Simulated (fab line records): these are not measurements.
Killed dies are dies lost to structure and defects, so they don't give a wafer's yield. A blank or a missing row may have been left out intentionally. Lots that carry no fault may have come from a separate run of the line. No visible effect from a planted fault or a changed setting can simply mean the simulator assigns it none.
2 desks, one fault || flow gf180mcu || only its own numbers are on each desk; what lay behind them is given at the end

== THE TOOL OWNER'S DESK: pvdSputter-02 ==
The tool's own readings at GF_TOP_METAL_SPUTTER_02 (material AlCu, target thk 900 nm, time 47.82 s): means of the sampled wafers that have a number, for each lot that ran on this tool. Marked OUT: a lot whose mean sits more than 4 standard deviations from the usual mean, which makes it out of limits; the brackets give that distance.
Columns: A = throttleValvePct at GF_TOP_METAL_SPUTTER_02, usual 29.3 %
{"lot": "L922", "first seen here": "day 27 23:08", "A": 28.8}
{"lot": "L926", "first seen here": "day 29 04:28", "A": 28.6}
{"lot": "L930", "first seen here": "day 30 08:10", "A": 29.4}
{"lot": "L931", "first seen here": "day 30 22:17", "A": 29.3}
This desk found nothing out of limits on any of the 4 lots.

== FROM THE METROLOGY DESK ==
Means of the sampled wafers that have a number, per lot and without regard to the tool the lot ran on: this is what the gauges read. Marked OUT: a lot whose mean sits more than 4 standard deviations from the usual mean, which makes it out of limits; the brackets give that distance.
Columns: A = V5_BOW at GF_V5_BOW_MEAS_05, usual 132 um; B = TOP_METAL_ALCU_RS at GF_TOP_METAL_RS_MEAS_05, usual 0.0328 ohm/sq; C = TOP_METAL_ALCU_THK at GF_TOP_METAL_THK_MEAS_06, usual 884 nm; D = cdNm at GF_TOP_METAL_CD_MEAS_14, usual 439.9 nm
{"lot": "L922", "first seen here": "day 27 00:58", "A": 127, "B": 0.0335, "C": 864, "D": 437.6}
{"lot": "L926", "first seen here": "day 28 08:13", "A": 140, "B": 0.0327, "C": 884, "D": 439.9}
{"lot": "L930", "first seen here": "day 29 12:19", "A": 123, "B": "0.0477 (+37) OUT", "C": "644 (-22) OUT", "D": 439.7}
{"lot": "L931", "first seen here": "day 30 02:02", "A": 124, "B": "0.0402 (+19) OUT", "C": "762 (-11) OUT", "D": 438.3}
{"lot": "L936", "first seen here": "day 31 04:14", "A": 125, "B": 0.0331, "C": 873, "D": 435.8}
{"lot": "L937", "first seen here": "day 31 08:59", "A": 145, "B": 0.0327, "C": 888, "D": 441.5}
{"lot": "L938", "first seen here": "day 31 18:16", "A": 132, "B": 0.0327, "C": 881, "D": 443.0}
{"lot": "L940", "first seen here": "day 32 08:58", "A": 118, "B": 0.0328, "C": 885, "D": 438.5}
{"lot": "L942", "first seen here": "day 32 11:46", "A": 134, "B": 0.0322, "C": 906, "D": 437.9}
{"lot": "L943", "first seen here": "day 32 21:45", "A": 123, "B": 0.0329, "C": 884, "D": 440.7}
This desk's result: L930, L931 out of limits, first on L930 (TOP_METAL_ALCU_RS at GF_TOP_METAL_RS_MEAS_05), day 30 08:15. L922, L926, L936, L937, L938, L940, L942, L943: within limits.

== BROUGHT TOGETHER ==
Metrology desk: alarm possible at day 30 08:15 on L930, L931.
The desk of the tool owner found nothing out of limits.
Tool owner's desk: L930, L931 on record, inside its limits.
All the named lots went through GF_TOP_METAL_SPUTTER_02 on pvdSputter-02.

== WHAT THE SIMULATOR HAD INSERTED ==
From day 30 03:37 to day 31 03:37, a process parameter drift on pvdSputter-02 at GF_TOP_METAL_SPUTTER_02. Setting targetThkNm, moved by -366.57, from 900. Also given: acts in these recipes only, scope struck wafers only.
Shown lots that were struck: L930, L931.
Hours from the fault's start to each desk's first reading out of limits: the metrology desk, 5.
